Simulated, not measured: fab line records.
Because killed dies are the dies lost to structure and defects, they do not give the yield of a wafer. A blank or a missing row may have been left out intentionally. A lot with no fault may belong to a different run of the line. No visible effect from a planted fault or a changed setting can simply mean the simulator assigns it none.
Matching of chambers	flow sky130	cmp-01 running SKY_VIA3_CMP_24: 4 sister chambers
The step polishes, stops on SiO2, t overpolish 20 s, target thk 0 nm. 14 wafers are shown with their chamber, then 6 later ones without.

== EACH WAFER AND ITS CHAMBER ==
wafer	chamber	motorCurrentA (A)	timeToEndpointS (s)	overpolishRunS (s)
L628.1	1	11.5	97	20.011
L628.4	3	11.6	96	19.987
L628.6	0	10.3	104	20.004
L629.3	0	10.4	104	20.001
L629.4	1	11.3	94	19.989
L629.5	1	11.4	95	20.005
L630.1	0	10.7	103	20.008
L630.2	1	11.7	97	20.007
L630.6	3	11.4	100	20.009
L631.1	1	10.8	96	19.997
L631.2	2	10.3	95	20.004
L631.4	0	10.2	101	20.000
L634.1	1	10.6	97	19.997
L634.2	0	10.2	105	20.002

SIGNATURES, as means of the wafers listed above
reading	chamber 0	chamber 1	chamber 2	chamber 3	scatter within a chamber
motorCurrentA	10.360	11.217	10.300	11.500	0.332
timeToEndpointS	103.40	96.00	95.00	98.00	1.59
overpolishRunS	20.00300	20.00100	20.00400	19.99800	0.00781
Rule: distance of a wafer from a chamber = root of the sum over the readings of ((wafer's reading minus chamber's mean) / reading's scatter) squared. If the next closest chamber is less than 2 further off than the closest, the wafer can't be placed; otherwise it belongs to the closest. How the scatter is found: for the shown wafers, subtract from each reading the mean of its chamber, square and add these, divide the total by (wafers less chambers), then take the root.

== WAFERS MISSING THEIR CHAMBER ==
wafer	motorCurrentA (A)	timeToEndpointS (s)	overpolishRunS (s)
L634.5	10.5	93	19.993
L637.2	12.1	100	19.991
L637.3	10.2	105	19.996
L637.4	10.5	89	19.987
L639.4	11.2	95	19.994
L639.5	10.6	92	20.014

== EACH ONE'S CHAMBER ==
wafer	from the rows above	in truth
L634.5	can't be placed: 2 or 1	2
L637.2	can't be placed: 3 or 1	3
L637.3	0	0
L637.4	can't be placed: 2 or 1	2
L639.4	can't be placed: 1 or 3 or 2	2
L639.5	can't be placed: 2 or 1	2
Correct placement for 1 of the 6. From these rows, 5 cannot be placed; in 5 the true chamber is one of the candidates. 0 placed wrongly.
